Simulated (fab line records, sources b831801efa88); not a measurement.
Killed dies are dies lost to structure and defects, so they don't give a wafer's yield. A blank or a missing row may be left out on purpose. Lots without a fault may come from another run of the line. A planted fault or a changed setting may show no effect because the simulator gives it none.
Which tool did it? | flow sky130 | 10 lots, 30 wafers sampled, at 3 steps of a route of 708

WHAT THE GAUGES READ, wafer by wafer
SKY_RES_XHIGH_TW_MEAS_09.
lot  | measured     | on            | RES_XHIGH_TW
L356 | day 26 11:58 | film_metro-01 | 1651 1645 1646
L357 | day 27 00:24 | film_metro-04 | 1643 1644 1650
L358 | day 27 22:45 | film_metro-04 | 1646 1656 1650
L362 | day 29 03:23 | film_metro-04 | 1645 1639 1639
L364 | day 29 19:25 | film_metro-01 | 1638 1633 1634
L365 | day 30 00:30 | film_metro-01 | 1639 1630 1625
L366 | day 30 08:09 | film_metro-01 | 1635 1638 1628
L368 | day 31 01:06 | film_metro-04 | 2006 2006 2011
L373 | day 32 16:37 | film_metro-04 | 2013 2032 2025
L378 | day 33 23:48 | film_metro-04 | 2001 2019 2018

WHICH TOOL RAN EACH LOT (tool, then ch and the chambers of the sampled wafers, then the start)
lot  | SKY_RES_XHIGH_IMPLANT_07        | SKY_RES_XHIGH_STRIP_08
L356 | implanter-01 ch 0, day 26 11:45 | plasma_asher-02 ch 0,1, day 26 11:53
L357 | implanter-03 ch 0, day 27 00:11 | plasma_asher-04 ch 0,1, day 27 00:19
L358 | implanter-04 ch 0, day 27 22:30 | plasma_asher-01 ch 0,1, day 27 22:39
L362 | implanter-01 ch 0, day 29 03:09 | plasma_asher-04 ch 0,1, day 29 03:17
L364 | implanter-04 ch 0, day 29 19:12 | plasma_asher-02 ch 0,1, day 29 19:20
L365 | implanter-01 ch 0, day 30 00:17 | plasma_asher-01 ch 0,1, day 30 00:25
L366 | implanter-03 ch 0, day 30 07:54 | plasma_asher-02 ch 0,1, day 30 08:03
L368 | implanter-03 ch 0, day 31 00:33 | plasma_asher-04 ch 0,1, day 31 01:00
L373 | implanter-01 ch 0, day 32 15:53 | plasma_asher-04 ch 0,1, day 32 16:21
L378 | implanter-03 ch 0, day 33 23:13 | plasma_asher-04 ch 0,1, day 33 23:41
- SKY_RES_XHIGH_IMPLANT_07
- SKY_RES_XHIGH_STRIP_08: strips in O2/N2.

THE ANSWER, worked out from the rows above alone
Rule: what is usual is taken from the lots themselves. Put in order of their means at a reading, lots are off if they are a third of the lots or fewer, leave a main group of 4 or more, and stand apart from it by a gap of 3 or more times the standard deviation of the main group's means; of several such gaps the widest counts. A main group whose means are all the same, to the digits that the tables above print for the reading, isn't used. A lot without any number at a reading at which 4 lots or more have one is off too. The other lots that the step has rows for count as sound.
Off: L368, L373, L378, at SKY_RES_XHIGH_TW_MEAS_09 (RES_XHIGH_TW). The main group: mean 1641, standard deviation 6.9.
A tool fits if, at a process step before that reading, it ran every lot that is off, and no sound lot after the first of them. The gauges at SKY_RES_XHIGH_TW_MEAS_09 are tried like those tools. Can't be told from this: 2 tools fit, plasma_asher-04 at SKY_RES_XHIGH_STRIP_08, film_metro-04 at SKY_RES_XHIGH_TW_MEAS_09.

WHAT THE SIMULATOR HAD PUT IN
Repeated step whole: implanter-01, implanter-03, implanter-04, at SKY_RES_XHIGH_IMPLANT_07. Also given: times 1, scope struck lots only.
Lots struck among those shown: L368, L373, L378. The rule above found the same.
